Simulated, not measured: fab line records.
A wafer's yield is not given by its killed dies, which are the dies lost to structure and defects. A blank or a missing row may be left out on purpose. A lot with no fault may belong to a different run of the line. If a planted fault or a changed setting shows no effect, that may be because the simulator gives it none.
The tool behind it: which one? :: flow gf180mcu :: 13 lots with 39 wafers sampled at 4 steps, on a route of 602 steps

== WHAT THE GAUGES READ, wafer by wafer ==
GF_V2_THK_MEAS_03.
lot: L200
measured: day 19 01:11
on: filmMetro-01
V2_CVD_02_THK (nm): 838 852 840

lot: L201
measured: day 19 15:02
on: filmMetro-01
V2_CVD_02_THK (nm): 840 850 857

lot: L202
measured: day 19 20:32
on: filmMetro-03
V2_CVD_02_THK (nm): 837 869 855

lot: L204
measured: day 20 20:16
on: filmMetro-03
V2_CVD_02_THK (nm): 844 850 836

lot: L205
measured: day 21 09:01
on: filmMetro-03
V2_CVD_02_THK (nm): 836 862 863

lot: L206
measured: day 21 19:37
on: filmMetro-04
V2_CVD_02_THK (nm): 839 876 860

lot: L210
measured: day 23 01:58
on: filmMetro-04
V2_CVD_02_THK (nm): 842 864 851

lot: L213
measured: day 24 01:27
on: filmMetro-01
V2_CVD_02_THK (nm): 850 838 871

lot: L214
measured: day 24 07:22
on: filmMetro-03
V2_CVD_02_THK (nm): 857 855 847

lot: L216
measured: day 24 22:21
on: filmMetro-04
V2_CVD_02_THK (nm): 858 846 852

lot: L218
measured: day 25 16:42
on: filmMetro-01
V2_CVD_02_THK (nm): 834 850 859

lot: L219
measured: day 25 22:54
on: filmMetro-01
V2_CVD_02_THK (nm): 846 838 851

lot: L223
measured: day 27 09:27
on: filmMetro-03
V2_CVD_02_THK (nm): 862 856 860

GF_V3_RS_MEAS_24: the measuring method here is four-point-probe.
lot: L200
measured: day 22 04:13
on: filmMetro-01
V3_W_RS (ohm/sq): 0.324 0.322 0.325

lot: L201
measured: day 22 18:54
on: filmMetro-04
V3_W_RS (ohm/sq): 0.327 0.326 0.329

lot: L202
measured: day 23 00:43
on: filmMetro-02
V3_W_RS (ohm/sq): 0.327 0.325 0.327

lot: L204
measured: day 23 21:49
on: filmMetro-02
V3_W_RS (ohm/sq): 0.325 0.328 0.323

lot: L205
measured: day 24 10:16
on: filmMetro-02
V3_W_RS (ohm/sq): 0.330 0.333 0.324

lot: L206
measured: day 24 20:56
on: filmMetro-04
V3_W_RS (ohm/sq): 0.327 0.322 0.326

lot: L210
measured: day 25 23:55
on: filmMetro-02
V3_W_RS (ohm/sq): 0.325 0.327 0.325

lot: L213
measured: day 26 20:47
on: filmMetro-04
V3_W_RS (ohm/sq): 0.325 0.328 0.328

lot: L214
measured: day 27 03:02
on: filmMetro-04
V3_W_RS (ohm/sq): 0.327 0.328 0.326

lot: L216
measured: day 27 17:38
on: filmMetro-02
V3_W_RS (ohm/sq): 0.321 0.326 0.324

lot: L218
measured: day 28 10:26
on: filmMetro-02
V3_W_RS (ohm/sq): 0.331 0.332 0.331

lot: L219
measured: day 28 16:50
on: filmMetro-04
V3_W_RS (ohm/sq): 0.324 0.324 0.322

lot: L223
measured: day 30 00:31
on: filmMetro-02
V3_W_RS (ohm/sq): 0.330 0.329 0.327

GF_M4_THK_MEAS_06: measures by xrf.
lot: L200
measured: day 22 05:01
on: filmMetro-02
M4_ALCU_THK (nm): 461 457 459

lot: L201
measured: day 22 19:43
on: filmMetro-03
M4_ALCU_THK (nm): 453 455 443

lot: L202
measured: day 23 01:32
on: filmMetro-02
M4_ALCU_THK (nm): 449 449 444

lot: L204
measured: day 23 22:38
on: filmMetro-01
M4_ALCU_THK (nm): 452 446 451

lot: L205
measured: day 24 11:04
on: filmMetro-01
M4_ALCU_THK (nm): 446 450 448

lot: L206
measured: day 24 21:45
on: filmMetro-02
M4_ALCU_THK (nm): 461 458 458

lot: L210
measured: day 26 00:52
on: filmMetro-01
M4_ALCU_THK (nm): 448 452 444

lot: L213
measured: day 26 22:24
on: filmMetro-02
M4_ALCU_THK (nm): 454 456 456

lot: L214
measured: day 27 03:51
on: filmMetro-03
M4_ALCU_THK (nm): 465 457 457

lot: L216
measured: day 27 18:28
on: filmMetro-01
M4_ALCU_THK (nm): 455 453 453

lot: L218
measured: day 28 11:15
on: filmMetro-02
M4_ALCU_THK (nm): 459 460 458

lot: L219
measured: day 28 17:40
on: filmMetro-02
M4_ALCU_THK (nm): 451 449 452

lot: L223
measured: day 30 01:20
on: filmMetro-02
M4_ALCU_THK (nm): 456 458 455

== EACH LOT AND THE TOOL THAT RAN IT (in order: tool; ch and the chambers of the sampled wafers; start) ==
lot: L200
GF_V3_ETCH_16: rieDiel-02 ch 0,2,3, day 22 03:13

lot: L201
GF_V3_ETCH_16: rieDiel-03 ch 0,1,3, day 22 17:52

lot: L202
GF_V3_ETCH_16: rieDiel-01 ch 1,2,3, day 22 23:49

lot: L204
GF_V3_ETCH_16: rieDiel-02 ch 0,1, day 23 20:55

lot: L205
GF_V3_ETCH_16: rieDiel-03 ch 0,1, day 24 09:22

lot: L206
GF_V3_ETCH_16: rieDiel-02 ch 1,2,3, day 24 20:04

lot: L210
GF_V3_ETCH_16: rieDiel-03 ch 1,3, day 25 22:58

lot: L213
GF_V3_ETCH_16: rieDiel-02 ch 0,1,3, day 26 19:55

lot: L214
GF_V3_ETCH_16: rieDiel-03 ch 0,1,3, day 27 02:10

lot: L216
GF_V3_ETCH_16: rieDiel-02 ch 0,1,3, day 27 16:46

lot: L218
GF_V3_ETCH_16: rieDiel-01 ch 0,1,2, day 28 09:34

lot: L219
GF_V3_ETCH_16: rieDiel-01 ch 1,2, day 28 15:58

lot: L223
GF_V3_ETCH_16: rieDiel-02 ch 0,1,2, day 29 23:19
- GF_V3_ETCH_16: etches BARC in N2/H2.

== AS READ BY THE TOOLS THEMSELVES (means over the sampled wafers that have a number; for cases with no such wafer, the mark the record gives instead) ==
GF_V3_ETCH_16.
lot: L200
tool: rieDiel-02
biasW (W): 100.19
chamberPressureMTorr (mTorr): 29.994
drypumpMotorCurrentA (A): 5.8
oesProductAu (a.u.): 0.857
throttleValvePct (%): 13.231

lot: L201
tool: rieDiel-03
biasW (W): 99.85
chamberPressureMTorr (mTorr): 30.000
drypumpMotorCurrentA (A): 5.5
oesProductAu (a.u.): 0.853
throttleValvePct (%): 13.222

lot: L202
tool: rieDiel-01
biasW (W): 99.82
chamberPressureMTorr (mTorr): 30.044
drypumpMotorCurrentA (A): 5.7
oesProductAu (a.u.): 0.857
throttleValvePct (%): 13.225

lot: L204
tool: rieDiel-02
biasW (W): 100.04
chamberPressureMTorr (mTorr): 29.998
drypumpMotorCurrentA (A): 6.3
oesProductAu (a.u.): 0.857
throttleValvePct (%): 13.226

lot: L205
tool: rieDiel-03
biasW (W): 99.96
chamberPressureMTorr (mTorr): 29.989
drypumpMotorCurrentA (A): 5.9
oesProductAu (a.u.): 0.860
throttleValvePct (%): 13.224

lot: L206
tool: rieDiel-02
biasW (W): 99.80
chamberPressureMTorr (mTorr): 29.995
drypumpMotorCurrentA (A): 5.8
oesProductAu (a.u.): 0.856
throttleValvePct (%): 13.225

lot: L210
tool: rieDiel-03
biasW (W): 120.14
chamberPressureMTorr (mTorr): 30.003
drypumpMotorCurrentA (A): 5.0
oesProductAu (a.u.): 0.857
throttleValvePct (%): 13.221

lot: L213
tool: rieDiel-02
biasW (W): 100.24
chamberPressureMTorr (mTorr): 30.019
drypumpMotorCurrentA (A): 6.2
oesProductAu (a.u.): 0.854
throttleValvePct (%): 13.227

lot: L214
tool: rieDiel-03
biasW (W): 119.68
chamberPressureMTorr (mTorr): 30.028
drypumpMotorCurrentA (A): 5.5
oesProductAu (a.u.): 0.857
throttleValvePct (%): 13.224

lot: L216
tool: rieDiel-02
biasW (W): 100.03
chamberPressureMTorr (mTorr): 29.993
drypumpMotorCurrentA (A): 6.3
oesProductAu (a.u.): 0.857
throttleValvePct (%): 13.226

lot: L218
tool: rieDiel-01
biasW (W): 100.21
chamberPressureMTorr (mTorr): 29.968
drypumpMotorCurrentA (A): 5.7
oesProductAu (a.u.): 0.855
throttleValvePct (%): 13.223

lot: L219
tool: rieDiel-01
biasW (W): 99.89
chamberPressureMTorr (mTorr): 29.991
drypumpMotorCurrentA (A): 5.5
oesProductAu (a.u.): 0.853
throttleValvePct (%): 13.223

lot: L223
tool: rieDiel-02
biasW (W): 100.02
chamberPressureMTorr (mTorr): 29.993
drypumpMotorCurrentA (A): 5.9
oesProductAu (a.u.): 0.850
throttleValvePct (%): 13.232

== THE ANSWER, worked out from the rows above alone ==
Rule: the usual values come from the lots themselves. The widest of any qualifying gaps counts: lots, ordered by their means at a reading, are off when they make up no more than a third of the lots, leave a main group of 4 or more, and stand apart from it by 3 or more times the standard deviation of that group's means. A main group whose means are all the same, to the digits that the tables above print for the reading, isn't used. A lot without any number at a reading at which 4 lots or more have one is off too. All remaining lots with rows at the step are treated as sound. First the gauges in route order, then the tools' own readings, where a lot's mean is used as printed above. At the first step where some lot is off, the reading lying furthest off is the one used; lots without a number count as furthest.
Off: L210, L214 (GF_V3_ETCH_16, biasW). The main group: mean 100.00 W, standard deviation 0.15.
A tool fits if, at that step or a process step before it, it ran every lot that is off, and no sound lot after the first of them. One fits: rieDiel-03 at GF_V3_ETCH_16. Its last sound lot is L205 (day 24 09:22), its first lot that is off L210 (day 25 22:58): a fault that began between those two fits.
On the lots that are off, the tool's own readings at GF_V3_ETCH_16 differ by more than 5 times the standard deviation of the sound lots' means, which bears it out; biasW reads 119.91 W there versus 100.00 W on the sound lots.

== WHAT THE SIMULATOR HAD INSERTED ==
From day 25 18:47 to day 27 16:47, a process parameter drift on rieDiel-03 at GF_V3_ETCH_16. A move of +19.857 in setting biasW, from 100. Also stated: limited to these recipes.
Shown lots that were struck: L210, L214. Same finding as the rule above.
